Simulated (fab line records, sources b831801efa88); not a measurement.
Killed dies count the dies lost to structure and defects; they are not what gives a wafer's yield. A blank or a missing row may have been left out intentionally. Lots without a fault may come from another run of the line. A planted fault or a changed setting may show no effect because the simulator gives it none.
Struck lot and sound lot, side by side -- flow sky130 -- 15 out of 708 route steps
Sound: wafers L866.1, L866.3, L866.5. Wafers struck: L872.2, L872.5, L872.6. At the end, the cause is stated.
Per side, at each step with rows, come the tool, then ch with its chambers, and then its first start. Under that, the readings that differ: sound wafers -- struck wafers -- difference of the means -- sigmas: that difference in standard deviations of wafers without a fault.
alike: readings with means less than 2 such deviations apart, plus words and numbers identical on both sides. not compared: withheld readings, readings lacking a value on some wafer, bounds such as >300 that could conceal the same value, and numbers that have no deviation in the record and whose values overlap.
The two part at a step that has a row with sigmas, a row that says differs or no value, or rows on one side only. Numbers that have no deviation but don't overlap get no sigmas and don't part them. A reading missing from all wafers of one side parts the sides only when that side holds two or more wafers.

first, 2 steps without rows for these wafers: SKY_NWELL_IMPLANT_12; SKY_NWELL_IMPLANT_13.
SKY_NWELL_STRIP_14: strips in O2/N2.
  sound on plasma asher-04 ch 0,1, day 5 04:59; struck on plasma asher-04 ch 0,1, day 6 15:04
  alike: drypump motor current A, o2 flow sccm, oes product au, strip time to endpoint s
  not compared: rf hours counter h
SKY_NWELL_TW_MEAS_15:
  sound: film metro-02 at day 5 05:05; struck: film metro-01 at day 6 15:11
reading,sound,struck,difference,sigmas
NWELL_TW,1769 1774 1781,1822 1823 1822,+48,+3
then, 7 steps without rows for these wafers: SKY_NWELL_DEHYDRATE_16 (time 60 s); SKY_NWELL_HMDS_17 (prime time 60 s); SKY_NWELL_COAT_18 (resist thk 3000 nm); SKY_NWELL_SOFTBAKE_19; SKY_NWELL_EXPOSE_20 (exposes mask NWM COMPLEMENT, target cd 840 nm); SKY_NWELL_PEB_21; SKY_NWELL_DEVELOP_22 (develop time 60 s).
SKY_NWELL_OVL_MEAS_23:
  sound: overlay-02 at day 5 22:53; struck: overlay-01 at day 7 11:15
  alike: NWELL_01_OVL
SKY_NWELL_IMPLANT_24:
  sound on implanter-04 ch 0, day 5 22:56; struck on implanter-03 ch 0, day 7 11:19
reading,sound,struck,difference,sigmas
beam energy keV,139.94 140.00 139.97,152.24 152.11 152.11,+12.18,+99 or more
model.implant.drp nm (nm),95.47 95.47 95.47,98.52 98.52 98.52,+3.05,
SKY_NWELL_STRIP_25: strips in O2/N2.
  sound on plasma asher-02 ch 0,1, day 5 23:05; struck on plasma asher-02 ch 0,1, day 7 11:26
  alike: drypump motor current A, o2 flow sccm, oes product au, strip time to endpoint s
  not compared: rf hours counter h
-- the record jumps here: 40 days lie between the struck wafers' starts before and after (it left off in module NWELL and takes up again in module PAD_OPEN, whose first step shown is number 708 of the route) --
SKY_PAD_OPEN_PROBE_99:
  sound: prober-02 at day 46 04:41; struck: prober-02 at day 47 22:12
reading,sound,struck,difference,sigmas
killed_at_M0_to_M3,33 36 31,48 53 40,+14,+2
model.etest.res iso pwell.rs ohm sq,3132 3068 3166,2789 2777 2839,-320,
model.etest.res iso pwell.line ohm um,1191 1159 1195,1042 1050 1054,-133,
model.etest.res deep nwell.rs ohm sq,2180 2165 2182,2261 2262 2278,+91,
model.etest.tip_n_5v.rs ohm sq,1411 1400 1412,1355 1351 1358,-53,
model.etest.res nwell.width nm (nm),835.1 834.7 835.3,825.2 820.4 826.8,-10.9,
model.etest.res deep nwell.line ohm um,732.2 720.8 739.5,744.9 748.3 758.1,+19.6,
  alike: killed_at_M4_up, killed at contacts, killed at front end, killed at other, killed dies, killed open, killed short
  not compared: model.etest.res iso pwell.width nm, model.etest.pfet_16v.drive ua um

WHERE THEY PART
At SKY_NWELL_TW_MEAS_15 first; at SKY_PAD_OPEN_PROBE_99 last (within this record only).

WHY: whatever the simulator had introduced
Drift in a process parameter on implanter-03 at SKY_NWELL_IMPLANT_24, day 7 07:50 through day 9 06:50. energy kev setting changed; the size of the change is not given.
